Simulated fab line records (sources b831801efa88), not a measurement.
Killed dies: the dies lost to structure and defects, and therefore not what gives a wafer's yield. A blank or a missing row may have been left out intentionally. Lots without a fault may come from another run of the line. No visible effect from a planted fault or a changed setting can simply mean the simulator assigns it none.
Code-filled problem report in 8D (eight disciplines) form | flow sky130 | the parts of the form that need people (team, actions taken, sign-off) are left out

== 1. PROBLEM STATEMENT ==
VIA4_W_RS at SKY_VIA4_RS_MEAS_19 reads a mean of 0.2861 ohm/sq on 9 wafers of 3 lots; wafers without a fault read 0.2265 ohm/sq with a standard deviation of 0.0027. That puts it +22 standard deviations away from the usual mean.
The step: measures by four-point-probe.
Earliest sighting: wafer L159.2 on filmMetro-02 at day 46 08:14. The record has a number at this step for 33 wafers belonging to 11 lots. By rule, "out" or "out of limits" means more than 4 standard deviations away from the usual mean. Any other wafer with a number is counted as sound.

== 2. WHAT IT IS, WHAT IT ISN'T ==
question                    | is                         | is not
which readings at this step | VIA4_W_RS                  | -
which lots                  | L159, L160, L161           | L149, L150, L153, L155, L157, L169, L170, L171
which wafers of those lots  | all that have a number     | -
read on which gauges        | filmMetro-01, filmMetro-02 | filmMetro-03
when                        | from day 46 08:14          | up to then (15 sound wafers); but 9 sound wafers of L169, L170, L171 came after

== 3. WHAT RULES OUT EACH SUSPECT ==
Counting: a tool at a process step up to the reading stays a suspect if it ran every lot that is out and no sound lot after the first of them.
- the gauge at SKY_VIA4_RS_MEAS_19: ruled out. 2 gauges (filmMetro-01, filmMetro-02) read the wafers that are out.
- cvdW-01 at SKY_VIA4_CVD_18 (deposits W, target thk 505 nm, time 152.14 s): kept. It processed each lot that is out, first L159 at day 46 08:04, and no sound lot thereafter; up to then, the last sound lot it processed was L155 at day 45 08:28. Its own susceptorTempC readings are out on those wafers.
Left after counting: cvdW-01 at SKY_VIA4_CVD_18.

== 4. THE CAUSE (what the simulator had put in) ==
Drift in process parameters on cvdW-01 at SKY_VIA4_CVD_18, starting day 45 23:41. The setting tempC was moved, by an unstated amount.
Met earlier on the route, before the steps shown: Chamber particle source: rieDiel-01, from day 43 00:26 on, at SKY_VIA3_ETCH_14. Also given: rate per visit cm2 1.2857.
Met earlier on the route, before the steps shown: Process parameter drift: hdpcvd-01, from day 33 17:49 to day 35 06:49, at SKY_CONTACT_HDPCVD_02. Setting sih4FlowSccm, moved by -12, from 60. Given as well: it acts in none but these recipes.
Counting left only this tool.

== 5. SEQUENCE OF EFFECTS, ordered by route ==
Rows list readings where the struck wafers' mean (over those with a number) sits beyond 3 standard deviations from the usual. Scope: only readings with a usual standard deviation given in the record; hours: median across lots of the time from each lot's start at the first step in this table that gives one to its start at this step; sigmas: change in usual standard deviations.
hours | step                  | reading            | usual         | on struck wafers | change  | sigmas
0     | SKY_VIA4_CVD_18       | susceptorTempC     | 400.01 C      | 387.74           | -12.27  | -56
0     | SKY_VIA4_RS_MEAS_19   | VIA4_W_RS          | 0.2265 ohm/sq | 0.2861           | +0.0596 | +22
0     | SKY_VIA4_THK_MEAS_20  | VIA4_W_THK         | 495 nm        | 396              | -99     | -13
0     | SKY_VIA4_CMP_21       | timeToEndpointS    | 125 s         | 99               | -26     | -5.1
64    | SKY_PAD_OPEN_PROBE_99 | killed_at_M0_to_M3 | 43            | 80               | +37     | +5.9
64    | SKY_PAD_OPEN_PROBE_99 | killedDies         | 85            | 117              | +32     | +3.7
The process steps in it:
- SKY_VIA4_CVD_18: deposits W, target thk 505 nm, time 152.14 s.
- SKY_VIA4_CMP_21: polishes, stops on SiO2, t overpolish 25 s, target thk 0 nm.
- SKY_PAD_OPEN_PROBE_99

== 6. WHAT WOULD HAVE CAUGHT IT SOONER ==
Counted from the fault's start at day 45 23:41, it took 9 hours until the first out-of-limits reading at a measuring or inspecting step in this record, taken at day 46 08:14.
The tool's own readings at SKY_VIA4_CVD_18 were out on every struck wafer that the step has a row for (susceptorTempC): an alarm limit on them would have fired on the first of those.
Among the 3 lots that are out, L160, L161 began SKY_VIA4_CVD_18 on cvdW-01 after day 46 08:14. A hold on the tool at that time would have spared those 2.
